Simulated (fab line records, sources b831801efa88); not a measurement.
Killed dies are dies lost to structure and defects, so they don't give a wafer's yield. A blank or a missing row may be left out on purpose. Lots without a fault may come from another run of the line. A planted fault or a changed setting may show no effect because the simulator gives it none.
Problem report in the 8D (eight disciplines) form, filled by code | flow sfq_line | the parts of the form that need people (team, actions taken, sign-off) are left out

1. THE PROBLEM
time_to_endpoint_s at SFQ_TRILAYER_I6_CMP_CMP_166 reads a mean of 274 s on 4 wafers of 2 lots; wafers without a fault read 219 s with a standard deviation of 8. That is +6.9 standard deviations from the usual mean.
The step: polishes SiO2.
First seen on wafer L729.1, day 77 13:22, on cmp-01. The record holds 42 wafers of 14 lots with a number at this step. Rule for "out", or "out of limits": more than 4 standard deviations from the usual mean. The other wafers with a number count as sound.

2. WHAT IT IS AND WHAT IT IS NOT
question                    | is                             | is not
which readings at this step | time_to_endpoint_s             | motor_current_A
which lots                  | L729, L730                     | L710, L711, L712, L714, L715, L716, L717, L718, L721, L722, L726, L731
which wafers of those lots  | L729.1, L729.6, L730.1, L730.6 | L729.4, L730.2
read on which tools         | cmp-01                         | cmp-02
when                        | from day 77 13:22              | up to then (34 sound wafers); but 4 sound wafers of L730, L731 came after

3. SUSPECTS, AND WHAT RULES EACH OUT
Counting: a tool at a process step up to the reading stays a suspect if it ran every lot that is out. Sound lots after the first of them don't rule it out here, since some wafers of a struck lot are sound.
- cmp-01 at SFQ_TRILAYER_I6_CMP_CMP_166 (polishes SiO2): kept. It ran every lot that is out, first L729 (day 77 13:22); its last sound lot up to then is L721 (day 75 16:31). Its own readings are out on those wafers: time_to_endpoint_s.
Left after counting: cmp-01 at SFQ_TRILAYER_I6_CMP_CMP_166.

4. THE CAUSE (what the simulator had put in)
Process parameter drift: cmp-01, from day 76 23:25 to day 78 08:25, at SFQ_TRILAYER_I6_CMP_CMP_166. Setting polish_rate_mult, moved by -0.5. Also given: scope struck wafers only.
Counting left only this tool.

5. THE CHAIN OF EFFECTS, in route order
Each row: a reading whose mean over the struck wafers that have a number lies more than 3 standard deviations from the usual. Only readings for which the record gives a usual standard deviation are gone through. hours: the time from each lot's start at the first step in this table that gives one to its start at this step, as a median over the lots. sigmas: the change in usual standard deviations.
hours | step                                  | reading            | usual      | on struck wafers | change | sigmas
0     | SFQ_TRILAYER_I6_CMP_CMP_166           | time_to_endpoint_s | 219 s      | 274              | +55    | +6.9
3     | SFQ_TRILAYER_I6_METRO_MEASURE_167     | thk_nm             | 200.5 nm   | 303.0            | +102.5 | +79
77    | SFQ_TRILAYER_I6_VIA_ETCH_VIA_ETCH_172 | oes_product_au     | 0.856 a.u. | 1.002            | +0.146 | +24
The process steps in it:
- SFQ_TRILAYER_I6_CMP_CMP_166: polishes SiO2.
- SFQ_TRILAYER_I6_METRO_MEASURE_167
- SFQ_TRILAYER_I6_VIA_ETCH_VIA_ETCH_172: etches SiO2 in CHF3, stops on Nb, target depth 260 nm.

6. WHAT WOULD HAVE CAUGHT IT SOONER
In this record the first reading out of limits was taken at day 77 13:22, 14 hours after the fault began at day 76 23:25.
